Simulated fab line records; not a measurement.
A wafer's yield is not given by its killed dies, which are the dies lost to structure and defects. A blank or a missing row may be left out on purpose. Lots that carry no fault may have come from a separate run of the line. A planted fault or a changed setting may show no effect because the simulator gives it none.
fab line records + flow sky130
record
- lots=7
- wafers=21
- last_day=49
route steps=708 shown VT_ADJUST_LVTN@111 VT_ADJUST_NCORE@119 PAD_OPEN@708
lots that met no fault: taken from a fault-free run of the same line
start_h: the number of hours between the record's first day and the start of the first shown wafer of the lot + wait_h: how many hours have passed since the lot's step before this one + " identical to the entry in the row above + L1.1+2: a row that stands for several wafers + - either no value or no given start + * or withheld: withheld + < > ~ a bound
route shown NAME@n: NAME is a module with steps in the file, n the number in the route of the first one + usual: mean and standard deviation over wafers with no fault + same: alike in all rows + chamber/n: place in a boat + sites: each site's reading + _std_site: the values' standard deviation + _edge_site: mean of outer sites minus mean of inner sites + radius_mm: how far each site lies from the wafer's centre + mask NAME#n: copy n + behind: the tool/chamber that last shaped the wafer + hold: reason for holding the lot/hours on hold/outcome of the hold + device: which transistor (n, p or np) failed to switch + end of line: tests of these same wafers at the route's end + step lacking rows: just its recipe + killed: dies lost to structure and defects at the first sort, not the wafer's yield + map: the dies of a wafer, with x for killed, . for not killed, _ for no die there
set.NAME: the run value of the setting; set.NAME@STEP: its run value at that earlier step + model.NAME: the simulator's own value behind a step, which no gauge read
lots at some steps of the route; a table a step, a row a wafer
services: the hour from which a tool's chamber was out of use, counted from the record's first day as start_h (under 0 if before that day), plus the number of hours and why
## steps
# step SKY_VT_ADJUST_LVTN_SOFTBAKE_14
# recipe
- temp_c=90
- time_s=60
- resist=NOVOLAK
# step SKY_VT_ADJUST_LVTN_EXPOSE_15
# recipe
- mask_id=HVN_STD_DERIVED
- na=0.6
- source_shape=conventional
- sigma_outer=0.6
- polarization=unpolarized
- target_cd_nm=600
- dose_mj=163
# step SKY_VT_ADJUST_LVTN_PEB_16
# recipe
- temp_c=withheld
- time_s=*
- resist=NOVOLAK
# step SKY_VT_ADJUST_LVTN_DEVELOP_17
# recipe
- resist=NOVOLAK
- developer=TMAH
- develop_time_s=61.16
- dev_temp_c=23
# step SKY_VT_ADJUST_LVTN_OVL_MEAS_18
# usual
- VT_ADJUST_LVTN_01_OVL=2.2/1.4
| lot.wafer | tool       | chamber | start_h | wait_h | VT_ADJUST_LVTN_01_OVL[nm] |
|-----------|------------|---------|---------|--------|---------------------------|
| L508.1    | overlay-02 | -       | 191.60  | 0.1    | 2.5                       |
| L508.2    | "          | -       | "       | "      | 2.0                       |
| L508.4    | "          | -       | "       | "      | 2.1                       |
| L512.1    | overlay-02 | -       | 206.80  | 0.1    | 0.2                       |
| L512.2    | "          | -       | "       | "      | 2.0                       |
| L512.3    | "          | -       | "       | "      | 0.5                       |
| L514.1    | overlay-02 | -       | 211.65  | 0.1    | 2.8                       |
| L514.2    | "          | -       | "       | "      | 4.7                       |
| L514.3    | "          | -       | "       | "      | 4.6                       |
| L515.1    | overlay-01 | -       | 218.90  | 0.1    | 2.7                       |
| L515.2    | "          | -       | "       | "      | 1.9                       |
| L515.6    | "          | -       | "       | "      | 0.0                       |
| L517.3    | overlay-02 | -       | 230.96  | 0.1    | 3.6                       |
| L517.5    | "          | -       | "       | "      | 2.7                       |
| L517.6    | "          | -       | "       | "      | 1.2                       |
| L521.1    | overlay-01 | -       | 260.95  | 0.1    | 2.1                       |
| L521.4    | "          | -       | "       | "      | 2.6                       |
| L521.5    | "          | -       | "       | "      | 0.5                       |
| L522.4    | overlay-01 | -       | 266.67  | 0.1    | 1.3                       |
| L522.5    | "          | -       | "       | "      | 2.1                       |
| L522.6    | "          | -       | "       | "      | 2.4                       |
# step SKY_VT_ADJUST_LVTN_IMPLANT_19
# recipe
- species=B
- energy_kev=30
- dose_cm2=6.5e+11
- tilt_deg=withheld
# step SKY_VT_ADJUST_LVTN_STRIP_20
# recipe
- chemistry=O2/N2
- power_w=1400
- pressure_mtorr=1500
- platen_temp_c=withheld
- o2_flow_sccm=3000
- n2_flow_sccm=300
- overash_fraction=0.5
# usual
- drypump_motor_current_A=5.66/0.27
- oes_product_au=0.715/0.0046
- strip_time_to_endpoint_s=14.17/0.041
| lot.wafer | tool            | chamber | start_h | wait_h | drypump_motor_current_A | oes_product_au | rf_hours_counter_h | strip_time_to_endpoint_s |
|-----------|-----------------|---------|---------|--------|-------------------------|----------------|--------------------|--------------------------|
| L508.1    | plasma_asher-02 | 0       | 191.78  | 0.1    | 5.44                    | 0.713          | 7                  | 14.11                    |
| L508.2    | "               | 1       | "       | "      | 6.04                    | 0.714          | 7                  | 14.12                    |
| L508.4    | "               | 0       | "       | "      | 5.41                    | 0.712          | -                  | 14.12                    |
| L512.1    | plasma_asher-02 | 0       | 206.99  | 0.1    | 5.42                    | 0.719          | 8                  | 14.29                    |
| L512.2    | "               | 1       | "       | "      | 6.06                    | 0.707          | 8                  | 14.24                    |
| L512.3    | "               | 1       | "       | "      | 6.04                    | 0.724          | -                  | 14.17                    |
| L514.1    | plasma_asher-03 | 0       | 211.84  | 0.1    | 5.45                    | 0.705          | 39                 | 14.14                    |
| L514.2    | "               | 1       | "       | "      | 5.60                    | 0.717          | 39                 | 14.23                    |
| L514.3    | "               | 0       | "       | "      | 5.44                    | 0.712          | -                  | 14.19                    |
| L515.1    | plasma_asher-03 | 1       | 219.09  | 0.1    | 5.59                    | 0.719          | 40                 | 14.14                    |
| L515.2    | "               | 0       | "       | "      | 5.46                    | 0.720          | 40                 | 14.18                    |
| L515.6    | "               | 0       | "       | "      | 5.54                    | 0.713          | -                  | 14.19                    |
| L517.3    | plasma_asher-02 | 0       | 231.17  | 0.1    | 5.44                    | 0.721          | -                  | 14.14                    |
| L517.5    | "               | 0       | "       | "      | 5.43                    | 0.709          | -                  | 14.19                    |
| L517.6    | "               | 1       | "       | "      | 6.03                    | 0.711          | -                  | 14.17                    |
| L521.1    | plasma_asher-01 | 0       | 261.13  | 0.1    | 5.67                    | 0.716          | 60                 | 14.18                    |
| L521.4    | "               | 1       | "       | "      | 6.28                    | 0.718          | -                  | 14.18                    |
| L521.5    | "               | 0       | "       | "      | 5.64                    | 0.715          | -                  | 14.18                    |
| L522.4    | plasma_asher-02 | 1       | 266.87  | 0.1    | 6.00                    | 0.717          | -                  | 14.16                    |
| L522.5    | "               | 0       | "       | "      | 5.43                    | 0.716          | -                  | 14.12                    |
| L522.6    | "               | 1       | "       | "      | 6.03                    | 0.721          | -                  | 14.15                    |
# step SKY_VT_ADJUST_LVTN_TW_MEAS_21
# usual
- VT_ADJUST_LVTN_2_TW=187.4/2.2
| lot.wafer | tool          | chamber | start_h | wait_h | VT_ADJUST_LVTN_2_TW |
|-----------|---------------|---------|---------|--------|---------------------|
| L508.1    | film_metro-03 | -       | 191.88  | 0.1    | 188.5               |
| L508.2    | "             | -       | "       | "      | 187.6               |
| L508.4    | "             | -       | "       | "      | 188.1               |
| L512.1    | film_metro-03 | -       | 207.09  | 0.1    | 187.6               |
| L512.2    | "             | -       | "       | "      | 187.8               |
| L512.3    | "             | -       | "       | "      | 187.9               |
| L514.1    | film_metro-04 | -       | 211.94  | 0.1    | 186.1               |
| L514.2    | "             | -       | "       | "      | 186.8               |
| L514.3    | "             | -       | "       | "      | 185.9               |
| L515.1    | film_metro-02 | -       | 219.19  | 0.1    | 191.7               |
| L515.2    | "             | -       | "       | "      | 191.3               |
| L515.6    | "             | -       | "       | "      | 191.3               |
| L517.3    | film_metro-04 | -       | 231.25  | 0.1    | 184.5               |
| L517.5    | "             | -       | "       | "      | 185.3               |
| L517.6    | "             | -       | "       | "      | 185.2               |
| L521.1    | film_metro-02 | -       | 261.23  | 0.1    | 189.7               |
| L521.4    | "             | -       | "       | "      | 190.8               |
| L521.5    | "             | -       | "       | "      | 190.8               |
| L522.4    | film_metro-04 | -       | 266.96  | 0.1    | 185.6               |
| L522.5    | "             | -       | "       | "      | 185.7               |
| L522.6    | "             | -       | "       | "      | 186.1               |
# step SKY_VT_ADJUST_NCORE_DEHYDRATE_00
# recipe
- temp_c=200
- time_s=60
# step SKY_VT_ADJUST_NCORE_HMDS_01
# recipe
- prime_time_s=60
- prime_temp_c=120
# step SKY_VT_ADJUST_NCORE_COAT_02
# recipe
- resist=NOVOLAK
- spin_rpm=3000
- resist_thk_nm=1140
# step SKY_VT_ADJUST_NCORE_SOFTBAKE_03
# recipe
- temp_c=90
- time_s=60
- resist=NOVOLAK
# step SKY_VT_ADJUST_NCORE_EXPOSE_04
# recipe
- mask_id=LVTN_COMPLEMENT_THIN
- na=0.6
- source_shape=conventional
- sigma_outer=0.6
- polarization=unpolarized
- target_cd_nm=380
- dose_mj=139
| lot.wafer  | tool             | chamber | start_h | wait_h | mask                   | model.VT_ADJUST_NCORE.overlay_x_nm |
|------------|------------------|---------|---------|--------|------------------------|------------------------------------|
| L508.1+2+4 | iline_stepper-02 | 0       | 202.52  | -      | LVTN_COMPLEMENT_THIN#0 | 0.5612                             |
| L512.1+2+3 | iline_stepper-01 | 0       | 218.22  | -      | LVTN_COMPLEMENT_THIN#0 | -1.327                             |
| L514.1+2+3 | iline_stepper-01 | 0       | 223.29  | -      | LVTN_COMPLEMENT_THIN#0 | -191.9                             |
| L515.1+2+6 | iline_stepper-01 | 0       | 230.59  | -      | LVTN_COMPLEMENT_THIN#0 | -190.8                             |
| L517.3+5+6 | iline_stepper-01 | 0       | 243.10  | -      | LVTN_COMPLEMENT_THIN#0 | -192.3                             |
| L521.1+4+5 | iline_stepper-02 | 0       | 274.02  | -      | LVTN_COMPLEMENT_THIN#0 | -0.6126                            |
| L522.4+5+6 | iline_stepper-02 | 0       | 280.00  | -      | LVTN_COMPLEMENT_THIN#0 | 1.226                              |
# step SKY_VT_ADJUST_NCORE_PEB_05
# recipe
- temp_c=withheld
- time_s=*
- resist=NOVOLAK
# step SKY_VT_ADJUST_NCORE_DEVELOP_06
# recipe
- resist=NOVOLAK
- developer=TMAH
- develop_time_s=60
- dev_temp_c=23
# step SKY_VT_ADJUST_NCORE_CD_MEAS_07
# recipe
- target_cd_nm=380
# usual
- cd_nm=379.3/2.6
| lot.wafer | tool      | chamber | start_h | wait_h | cd_nm |
|-----------|-----------|---------|---------|--------|-------|
| L508.1    | cd_sem-02 | -       | 212.89  | 0.1    | 384.3 |
| L508.2    | "         | -       | "       | "      | 384.4 |
| L508.4    | "         | -       | "       | "      | 383.6 |
| L512.1    | cd_sem-02 | -       | 229.39  | 0.1    | 380.8 |
| L512.2    | "         | -       | "       | "      | 382.5 |
| L512.3    | "         | -       | "       | "      | 380.5 |
| L514.1    | cd_sem-02 | -       | 234.09  | 0.1    | 380.6 |
| L514.2    | "         | -       | "       | "      | 381.3 |
| L514.3    | "         | -       | "       | "      | 382.6 |
| L515.1    | cd_sem-02 | -       | 241.90  | 0.1    | 379.8 |
| L515.2    | "         | -       | "       | "      | 380.5 |
| L515.6    | "         | -       | "       | "      | 382.2 |
| L517.3    | cd_sem-01 | -       | 255.58  | 0.1    | 380.5 |
| L517.5    | "         | -       | "       | "      | 378.9 |
| L517.6    | "         | -       | "       | "      | 380.2 |
| L521.1    | cd_sem-01 | -       | 286.35  | 0.1    | 381.1 |
| L521.4    | "         | -       | "       | "      | 380.7 |
| L521.5    | "         | -       | "       | "      | 381.0 |
| L522.4    | cd_sem-02 | -       | 292.65  | 0.1    | 379.2 |
| L522.5    | "         | -       | "       | "      | 378.3 |
| L522.6    | "         | -       | "       | "      | 379.0 |
# step SKY_VT_ADJUST_NCORE_OVL_MEAS_08
# usual
- VT_ADJUST_NCORE_OVL=-0.2/1.4
| lot.wafer | tool       | chamber | start_h | wait_h | VT_ADJUST_NCORE_OVL[nm] |
|-----------|------------|---------|---------|--------|-------------------------|
| L508.1    | overlay-02 | -       | 213.01  | 0.1    | 2.4                     |
| L508.2    | "          | -       | "       | "      | 2.1                     |
| L508.4    | "          | -       | "       | "      | 0.2                     |
| L512.1    | overlay-02 | -       | 229.51  | 0.1    | -2.6                    |
| L512.2    | "          | -       | "       | "      | 0.4                     |
| L512.3    | "          | -       | "       | "      | -1.8                    |
| L514.1    | overlay-01 | -       | 234.21  | 0.1    | -191.9                  |
| L514.2    | "          | -       | "       | "      | -194.1                  |
| L514.3    | "          | -       | "       | "      | -192.4                  |
| L515.1    | overlay-01 | -       | 242.02  | 0.1    | -189.9                  |
| L515.2    | "          | -       | "       | "      | -189.9                  |
| L515.6    | "          | -       | "       | "      | -190.3                  |
| L517.3    | overlay-01 | -       | 255.67  | 0.1    | -193.4                  |
| L517.5    | "          | -       | "       | "      | -191.8                  |
| L517.6    | "          | -       | "       | "      | -193.0                  |
| L521.1    | overlay-01 | -       | 286.47  | 0.1    | -0.1                    |
| L521.4    | "          | -       | "       | "      | 0.1                     |
| L521.5    | "          | -       | "       | "      | 1.1                     |
| L522.4    | overlay-01 | -       | 292.73  | 0.1    | 1.6                     |
| L522.5    | "          | -       | "       | "      | 1.3                     |
| L522.6    | "          | -       | "       | "      | 1.1                     |
# step SKY_VT_ADJUST_NCORE_IMPLANT_09
# recipe
- species=B
- energy_kev=10
- dose_cm2=2.4e+12
- tilt_deg=withheld
# step SKY_PAD_OPEN_PROBE_99
# usual
- killed_at_M0_to_M3=44/6.7
- killed_at_M4_up=3.1/1.8
- killed_at_contacts=24/5.1
- killed_at_front_end=16/4.7
- killed_at_other=0.3/0.59
- killed_dies=88/9.6
- killed_open=48/7.3
- killed_short=39/6.5
# same
- gross_dies=492
- killed_at_back_side=0
| lot.wafer | tool      | chamber | start_h | wait_h | killed_at_M0_to_M3 | killed_at_M4_up | killed_at_contacts | killed_at_front_end | killed_at_other | killed_dies | killed_open | killed_short | model.etest.sram_nfet_pass.drive_ua_um | model.etest.sram_pfet_latch.drive_ua_um | model.etest.sram_nfet_pass.off_log10_a_um | model.etest.sram_pfet_latch.off_log10_a_um | model.etest.sram_nfet_pass.vt_sat_v | model.etest.sram_pfet_latch.vt_sat_v | model.etest.sram_nfet_pass.vt_v | model.etest.sram_pfet_latch.vt_v |
|-----------|-----------|---------|---------|--------|--------------------|-----------------|--------------------|---------------------|-----------------|-------------|-------------|--------------|----------------------------------------|-----------------------------------------|-------------------------------------------|--------------------------------------------|-------------------------------------|--------------------------------------|---------------------------------|----------------------------------|
| L508.1    | prober-01 | -       | 1105.94 | 0.1    | 56                 | 1               | 29                 | 11                  | 0               | 97          | 49          | 48           | 483.3                                  | 132.2                                   | -12.49                                    | -13.05                                     | 0.5526                              | -0.8041                              | 0.6476                          | -0.9262                          |
| L508.2    | prober-01 | -       | 1105.99 | 0.1    | 51                 | 4               | 29                 | 14                  | 0               | 98          | 50          | 48           | 479.7                                  | 136.4                                   | -12.51                                    | -13.03                                     | 0.553                               | -0.7791                              | 0.6478                          | -0.9026                          |
| L508.4    | prober-01 | -       | 1106.09 | 0.2    | 49                 | 2               | 26                 | 27                  | 0               | 104         | 60          | 43           | 471.1                                  | 132.2                                   | -12.8                                     | -13.35                                     | 0.5828                              | -0.8044                              | 0.6765                          | -0.9294                          |
| L512.1    | prober-01 | -       | 1121.46 | 0.1    | 50                 | 1               | 28                 | 25                  | 0               | 104         | 55          | 48           | 496.8                                  | 142.3                                   | -12.3                                     | -12.67                                     | 0.5535                              | -0.7751                              | 0.6554                          | -0.9096                          |
| L512.2    | prober-01 | -       | 1121.51 | 0.1    | 47                 | 2               | 22                 | 20                  | 0               | 91          | 55          | 35           | 503                                    | 144.8                                   | -12.62                                    | -12.67                                     | 0.5665                              | -0.7764                              | 0.6636                          | -0.9043                          |
| L512.3    | prober-01 | -       | 1121.56 | 0.2    | 51                 | 3               | 31                 | 27                  | 0               | 112         | 64          | 48           | 497.1                                  | 143.4                                   | -12.51                                    | -12.77                                     | 0.5552                              | -0.7782                              | 0.6523                          | -0.9048                          |
| L514.2    | prober-02 | -       | 1128.97 | 0.1    | 41                 | 6               | 28                 | 25                  | 0               | 100         | 42          | 48           | 561                                    | 157.8                                   | -11.47                                    | -11.81                                     | 0.4573                              | -0.6841                              | 0.5933                          | -0.8423                          |
| L514.3    | prober-02 | -       | 1129.02 | 0.2    | 44                 | 4               | 27                 | 27                  | 0               | 102         | 50          | 46           | 574.6                                  | 168.9                                   | -11.35                                    | -11.69                                     | 0.4689                              | -0.6671                              | 0.601                           | -0.8357                          |
| L515.1    | prober-01 | -       | 1131.27 | 0.1    | 35                 | 8               | 24                 | 24                  | 0               | 91          | 45          | 37           | 546.1                                  | 156.5                                   | -11.73                                    | -12.01                                     | 0.4803                              | -0.6962                              | 0.6054                          | -0.8538                          |
| L515.2    | prober-01 | -       | 1131.32 | 0.1    | 48                 | 1               | 29                 | 20                  | 0               | 98          | 52          | 43           | 556.2                                  | 153.4                                   | -11.53                                    | -12                                        | 0.4639                              | -0.7021                              | 0.5868                          | -0.8555                          |
| L517.3    | prober-01 | -       | 1142.76 | 0.2    | 40                 | 2               | 35                 | 15                  | 0               | 92          | 50          | 38           | 563.3                                  | 159.1                                   | -11.38                                    | -11.65                                     | 0.4475                              | -0.6737                              | 0.5813                          | -0.8425                          |
| L517.5    | prober-01 | -       | 1142.86 | 0.2    | 38                 | 1               | 29                 | 30                  | 2               | 100         | 53          | 38           | 535.7                                  | 155.6                                   | -11.58                                    | -11.76                                     | 0.4643                              | -0.6639                              | 0.5901                          | -0.8283                          |
| L517.6    | prober-01 | -       | 1142.91 | 0.2    | 38                 | 4               | 20                 | 34                  | 0               | 96          | 37          | 44           | 561.6                                  | 160.5                                   | -11.35                                    | -11.86                                     | 0.4562                              | -0.6734                              | 0.5926                          | -0.8439                          |
| L521.1    | prober-01 | -       | 1159.91 | 0.1    | 41                 | 2               | 26                 | 16                  | 0               | 85          | 48          | 36           | 488.1                                  | 142.4                                   | -12.41                                    | -12.73                                     | 0.5515                              | -0.7541                              | 0.6599                          | -0.8858                          |
| L521.4    | prober-01 | -       | 1160.06 | 0.2    | 51                 | 5               | 22                 | 9                   | 0               | 87          | 46          | 41           | 496.7                                  | 141                                     | -12.42                                    | -12.97                                     | 0.5572                              | -0.7893                              | 0.6621                          | -0.9214                          |
| L521.5    | prober-01 | -       | 1160.11 | 0.2    | 47                 | 2               | 25                 | 14                  | 0               | 88          | 47          | 40           | 490.1                                  | 134.5                                   | -12.51                                    | -13.12                                     | 0.5537                              | -0.805                               | 0.6534                          | -0.9334                          |
| L522.4    | prober-02 | -       | 1164.67 | 0.2    | 42                 | 1               | 19                 | 17                  | 1               | 80          | 30          | 49           | 477.8                                  | 136                                     | -12.57                                    | -12.97                                     | 0.5598                              | -0.7931                              | 0.6635                          | -0.9294                          |
| L522.5    | prober-02 | -       | 1164.72 | 0.2    | 45                 | 1               | 19                 | 14                  | 1               | 80          | 41          | 38           | 472.2                                  | 133.5                                   | -12.55                                    | -13.02                                     | 0.5571                              | -0.7977                              | 0.6583                          | -0.929                           |
| L522.6    | prober-02 | -       | 1164.77 | 0.2    | 32                 | 5               | 14                 | 22                  | 1               | 74          | 39          | 34           | 482.9                                  | 139.5                                   | -12.49                                    | -12.69                                     | 0.5473                              | -0.7748                              | 0.6529                          | -0.9141                          |
# killed by level:class
L508.1 CONTACT:geometric_particle:open=10 METAL2:geometric_particle:short=10 METAL1:geometric_particle:short=9 VIA2:geometric_particle:open=9 VIA1:geometric_particle:open=8 LI_CONTACT:geometric_particle:open=7 VIA3:geometric_particle:open=7 CONTACT:geometric_particle:short=5
L508.2 VIA1:geometric_particle:open=13 METAL1:geometric_particle:short=9 LI_CONTACT:geometric_particle:open=8 LOCAL_INTERCONNECT:geometric_particle:short=8 METAL2:geometric_particle:short=7 VIA3:geometric_particle:open=7 CONTACT:geometric_particle:open=6 CONTACT:geometric_particle:short=3
L508.4 VIA2:geometric_particle:open=12 LI_CONTACT:geometric_particle:open=9 CONTACT:geometric_particle:open=9 METAL1:geometric_particle:short=9 POLY_GATE:geometric_particle:open=8 VIA3:geometric_particle:open=6 VIA1:geometric_particle:open=6 SPACER:geometric_particle:open=5
L512.1 VIA1:geometric_particle:open=16 CONTACT:geometric_particle:open=10 VIA3:geometric_particle:open=9 POLY_GATE:geometric_particle:open=8 CONTACT:geometric_particle:short=7 METAL1:geometric_particle:short=6 METAL3:geometric_particle:short=6 FIELD_ISO:geometric_particle:short=5
L512.2 VIA1:geometric_particle:open=12 CONTACT:geometric_particle:open=8 VIA3:geometric_particle:open=8 LI_CONTACT:geometric_particle:open=7 FIELD_ISO:geometric_particle:short=6 METAL2:geometric_particle:short=6 FIELD_ISO:geometric_particle:open=5 VIA1:geometric_particle:short=5
L512.3 CONTACT:geometric_particle:open=10 VIA1:geometric_particle:open=10 VIA3:geometric_particle:open=9 FIELD_ISO:geometric_particle:open=8 POLY_GATE:geometric_particle:open=8 METAL1:geometric_particle:short=7 LOCAL_INTERCONNECT:geometric_particle:short=7 VIA1:geometric_particle:short=7
L514.2 CONTACT:geometric_particle:open=12 VT_ADJUST_NCORE:overlay=9 METAL1:geometric_particle:short=8 VIA1:geometric_particle:open=7 CONTACT:geometric_particle:short=6 FIELD_ISO:geometric_particle:open=5 VIA3:geometric_particle:open=5 VIA2:geometric_particle:open=5
L514.3 LI_CONTACT:geometric_particle:open=9 METAL1:geometric_particle:short=9 POLY_GATE:geometric_particle:short=8 VIA1:geometric_particle:open=8 LOCAL_INTERCONNECT:geometric_particle:short=7 CONTACT:geometric_particle:open=7 POLY_GATE:geometric_particle:open=6 VIA2:geometric_particle:open=6
L515.1 VIA1:geometric_particle:open=12 CONTACT:geometric_particle:open=9 VT_ADJUST_NCORE:overlay=9 LOCAL_INTERCONNECT:geometric_particle:short=8 FIELD_ISO:geometric_particle:open=6 VIA2:geometric_particle:open=5 VIA2:geometric_particle:short=5 METAL4:geometric_particle:short=5
L515.2 VIA1:geometric_particle:open=14 CONTACT:geometric_particle:open=10 LI_CONTACT:geometric_particle:open=8 METAL2:geometric_particle:short=8 LOCAL_INTERCONNECT:geometric_particle:short=6 POLY_GATE:geometric_particle:short=5 VIA3:geometric_particle:open=5 FIELD_ISO:geometric_particle:short=4
L517.3 VIA1:geometric_particle:open=13 CONTACT:geometric_particle:open=12 LI_CONTACT:geometric_particle:open=9 CONTACT:geometric_particle:short=6 METAL1:geometric_particle:short=5 VIA1:geometric_particle:short=5 LOCAL_INTERCONNECT:geometric_particle:short=4 METAL2:geometric_particle:short=4
L517.5 CONTACT:geometric_particle:open=12 VIA1:geometric_particle:open=12 VIA3:geometric_particle:open=9 FIELD_ISO:geometric_particle:short=7 LI_CONTACT:geometric_particle:open=7 VT_ADJUST_NCORE:overlay=7 POLY_GATE:geometric_particle:short=6 LOCAL_INTERCONNECT:geometric_particle:short=5
L517.6 VT_ADJUST_NCORE:overlay=13 VIA1:geometric_particle:open=8 LI_CONTACT:geometric_particle:open=7 METAL2:geometric_particle:short=6 FIELD_ISO:geometric_particle:short=5 FIELD_ISO:geometric_particle:open=5 CONTACT:geometric_particle:short=5 VIA3:geometric_particle:open=4
L521.1 CONTACT:geometric_particle:open=12 VIA1:geometric_particle:short=10 VIA1:geometric_particle:open=9 VIA2:geometric_particle:open=8 LOCAL_INTERCONNECT:geometric_particle:short=7 METAL1:geometric_particle:short=6 FIELD_ISO:geometric_particle:short=5 LI_CONTACT:geometric_particle:open=4
L521.4 VIA1:geometric_particle:open=15 CONTACT:geometric_particle:open=8 VIA2:geometric_particle:open=7 METAL2:geometric_particle:short=6 POLY_GATE:geometric_particle:short=5 VIA3:geometric_particle:short=5 METAL4:geometric_particle:short=5 LI_CONTACT:geometric_particle:open=4
L521.5 VIA2:geometric_particle:open=10 METAL1:geometric_particle:short=10 CONTACT:geometric_particle:open=8 VIA1:geometric_particle:open=8 LI_CONTACT:geometric_particle:open=6 METAL2:geometric_particle:short=6 CONTACT:geometric_particle:short=5 VIA1:geometric_particle:short=4
L522.4 VIA2:geometric_particle:short=8 CONTACT:geometric_particle:short=6 CONTACT:geometric_particle:open=6 METAL2:geometric_particle:short=6 VIA1:geometric_particle:short=5 VIA1:geometric_particle:open=5 SONOS_ONO:geometric_particle:short=4 METAL1:geometric_particle:short=4
L522.5 LI_CONTACT:geometric_particle:open=7 METAL1:geometric_particle:open=6 VIA1:geometric_particle:open=6 CONTACT:geometric_particle:open=5 SPACER:geometric_particle:short=5 METAL1:geometric_particle:short=5 VIA1:geometric_particle:short=5 VIA2:geometric_particle:open=5
L522.6 FIELD_ISO:geometric_particle:open=7 VIA1:geometric_particle:open=7 FIELD_ISO:geometric_particle:short=6 CONTACT:geometric_particle:open=6 VIA1:geometric_particle:short=5 VIA3:geometric_particle:open=5 VIA2:geometric_particle:open=5 VIA3:geometric_particle:short=4
## services
| tool             | chamber | start_h | hours | kind        |
|------------------|---------|---------|-------|-------------|
| iline_stepper-02 | 0       | 169.09  | -     | calibration |
| plasma_asher-03  | -       | 180.65  | 11.5  | repair      |
| iline_stepper-01 | -       | 189.03  | 28.9  | pm          |
| plasma_asher-02  | -       | 203.30  | 2.8   | pm          |
| iline_stepper-02 | -       | 217.92  | 1.7   | pm          |
| plasma_asher-03  | -       | 236.19  | 1.2   | repair      |
| iline_stepper-01 | 0       | 270.35  | -     | calibration |
| iline_stepper-01 | -       | 277.09  | 1.7   | pm          |
## key
first_sign
- step=SKY_VT_ADJUST_NCORE_OVL_MEAS_08
- reading=VT_ADJUST_NCORE_OVL
- direction=down
- sigmas=99+
- usual=-0.2
- struck=-191.8
effect
- step=SKY_PAD_OPEN_PROBE_99
- reading=killed_at_front_end
- direction=up
- sigmas=2
- usual=16
- struck=25
- wafers_moved=2
model_effect
- step=SKY_VT_ADJUST_NCORE_EXPOSE_04
- value=VT_ADJUST_NCORE.overlay_x_nm
- without=0.02795
- struck=-191.6
model_effect
- step=SKY_PAD_OPEN_PROBE_99
- value=etest.sram_nfet_pass.drive_ua_um
- without=488.1
- struck=556.9
met_at SKY_VT_ADJUST_NCORE_EXPOSE_04
struck_wafers L514.1,L514.2,L514.3,L515.1,L515.2,L515.6,L517.3,L517.5,L517.6
rows_end L514.1,L515.6
tester_left_out L514,L515,L517
onset_between 218.22 223.29
fault
- kind=scanner_matching_overlay
- tool=iline_stepper-01
- chamber=-
- onset_h=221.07
- steps=SKY_VT_ADJUST_NCORE_EXPOSE_04
- offset=-191.67
# tester_left_out: of these lots the tester's yield and bins aren't shown, on N5 and GAA mostly nor the transistor test; their killed dies are dies lost to structure and defects alone, not to doping, threshold or leakage, so they don't give the yield
# rows_end: these wafers met a further fault down the route, and their rows from its step on are left out
